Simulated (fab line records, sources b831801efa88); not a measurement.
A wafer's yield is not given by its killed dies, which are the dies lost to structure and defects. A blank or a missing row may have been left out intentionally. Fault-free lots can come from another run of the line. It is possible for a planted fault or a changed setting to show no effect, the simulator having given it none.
Comparing a struck lot with a sound one + flow sky130 + 19 steps out of a route of 708
Sound: these wafers, L384.1, L384.2, L384.6. Struck: wafers L393.1, L393.3 (left out: L393.2, a lot-mate that was not struck); the cause follows at the end.
At each step with rows: each side's tool, then ch and its chambers, then its first start. Under that, the readings that differ: sound wafers + struck wafers + difference of the means + sigmas: that difference in standard deviations of wafers without a fault.
alike: readings whose means differ by less than 2 such deviations, and words and numbers that are the same on both sides. not compared: withheld readings, readings that some wafer has no value for, bounds like >300 that may hide the same value, and numbers for which the record gives no deviation and whose values overlap.
Wherever a step has rows on one side only, a row that says differs or no value, or a row with sigmas, the two part there. Non-overlapping numbers with no deviation appear without sigmas and do not part them. A reading missing from all wafers of one side parts the sides only when that side holds two or more wafers.

first, 2 steps without rows for these wafers: SKY_METAL2_CLEAN_23 (cleans in O3/DIW); SKY_VIA2_HDPCVD_00 (deposits SiO2, target thk 1180 nm, time 196.7 s).
SKY_VIA2_THK_MEAS_01:
  sound on film metro-01 at day 37 12:05; struck on film metro-01 at day 40 09:13
| reading              | sound          | struck    | difference | sigmas |
|----------------------|----------------|-----------|------------|--------|
| VIA2_HDPCVD_THK (nm) | 1187 1195 1189 | 1171 1156 | -27        | -2     |
SKY_VIA2_CMP_02: polishes SiO2.
  sound on cmp-02 ch 0,2,3, day 37 12:14; struck on cmp-02 ch 1,2, day 40 09:17
  alike: edge zone pressure frac, motor current A
SKY_VIA2_BOW_MEAS_03:
  sound on film metro-03 at day 37 12:26; struck on film metro-03 at day 40 09:35
  alike: VIA2_BOW
then, 7 steps without rows for these wafers: SKY_VIA2_DEHYDRATE_04 (time 60 s); SKY_VIA2_HMDS_05 (prime time 60 s); SKY_VIA2_COAT_06 (resist thk 60 nm); SKY_VIA2_COAT_07 (resist thk 450 nm); SKY_VIA2_SOFTBAKE_08 (time 90 s); SKY_VIA2_EXPOSE_09 (exposes mask VIM2, target cd 200 nm); SKY_VIA2_PEB_10.
SKY_VIA2_DEVELOP_11: develop time 60 s.
  sound on litho track-02 ch 0, day 38 13:00; struck on litho track-03 ch 0, day 41 09:00
SKY_VIA2_CD_MEAS_12: target cd 200 nm.
  sound on cd sem-02 at day 38 13:13; struck on cd sem-02 at day 41 09:51
| reading    | sound             | struck      | difference | sigmas |
|------------|-------------------|-------------|------------|--------|
| cd nm (nm) | 201.2 200.0 201.5 | 182.2 181.9 | -18.8      | -14    |
SKY_VIA2_OVL_MEAS_13:
  sound on overlay-02 at day 38 13:20; struck on overlay-02 at day 41 09:58
  alike: VIA2_OVL
SKY_VIA2_ETCH_14: etches BARC in N2/H2, stops on SiO2, time 45.9 s, target depth 60 nm.
  sound on rie diel-03 ch 0,1,3, day 38 13:22; struck on rie diel-04 ch 2,3, day 41 10:00
| reading               | sound             | struck      | difference | sigmas |
|-----------------------|-------------------|-------------|------------|--------|
| model.VIA2.cd nm (nm) | 201.5 201.5 202.8 | 181.7 181.4 | -20.4      |        |
  alike: drypump motor current A, oes product au, throttle valve pct
  not compared: rf hours counter h
SKY_VIA2_ETCH_15: etches SiO2 in C4F8/O2/Ar, stops on TiN, target depth 546 nm, time 84 s.
  sound on rie diel-03 ch 0,1,3, day 38 13:25; struck on rie diel-04 ch 2,3, day 41 10:03
| reading               | sound           | struck      | difference | sigmas |
|-----------------------|-----------------|-------------|------------|--------|
| model.VIA2.cd nm (nm) | 199 201.5 198.2 | 182.6 178.5 | -19.0      |        |
  alike: oes product au
  not compared: rf hours counter h
SKY_VIA2_STRIP_16: strips in O2/N2.
  sound on plasma asher-03 ch 0,1, day 38 13:28; struck on plasma asher-03 ch 0, day 41 10:07
  alike: drypump motor current A, oes product au, strip time to endpoint s
  not compared: rf hours counter h
-- the record jumps here: 8 days lie between the struck wafers' starts before and after (it left off in module VIA2 and takes up again in module PAD_OPEN, whose first step shown is number 708 of the route) --
SKY_PAD_OPEN_PROBE_99:
  sound on prober-01 at day 47 11:31; struck on prober-02 at day 49 19:13
| reading                       | sound            | struck      | difference | sigmas |
|-------------------------------|------------------|-------------|------------|--------|
| model.etest.via2 chain.rc ohm | 10.3 9.649 10.55 | 11.99 12.32 | +1.99      |        |
  alike: defect limited yield, killed_at_M0_to_M3, killed_at_M4_up, killed at contacts, killed at front end, killed at other, killed dies, killed open, killed short, sort_bin_3_pad_short, sort_bin_5_function, sort_bin_6_memory, sort n pass, sort yield pct

WHERE THEY PART
Earliest at SKY_VIA2_THK_MEAS_01; latest, in this record, at SKY_VIA2_CD_MEAS_12. Later steps at which nothing parts them and some readings are alike: SKY_VIA2_OVL_MEAS_13, SKY_VIA2_ETCH_14, SKY_VIA2_ETCH_15, SKY_VIA2_STRIP_16, SKY_PAD_OPEN_PROBE_99.

WHY: whatever the simulator had introduced
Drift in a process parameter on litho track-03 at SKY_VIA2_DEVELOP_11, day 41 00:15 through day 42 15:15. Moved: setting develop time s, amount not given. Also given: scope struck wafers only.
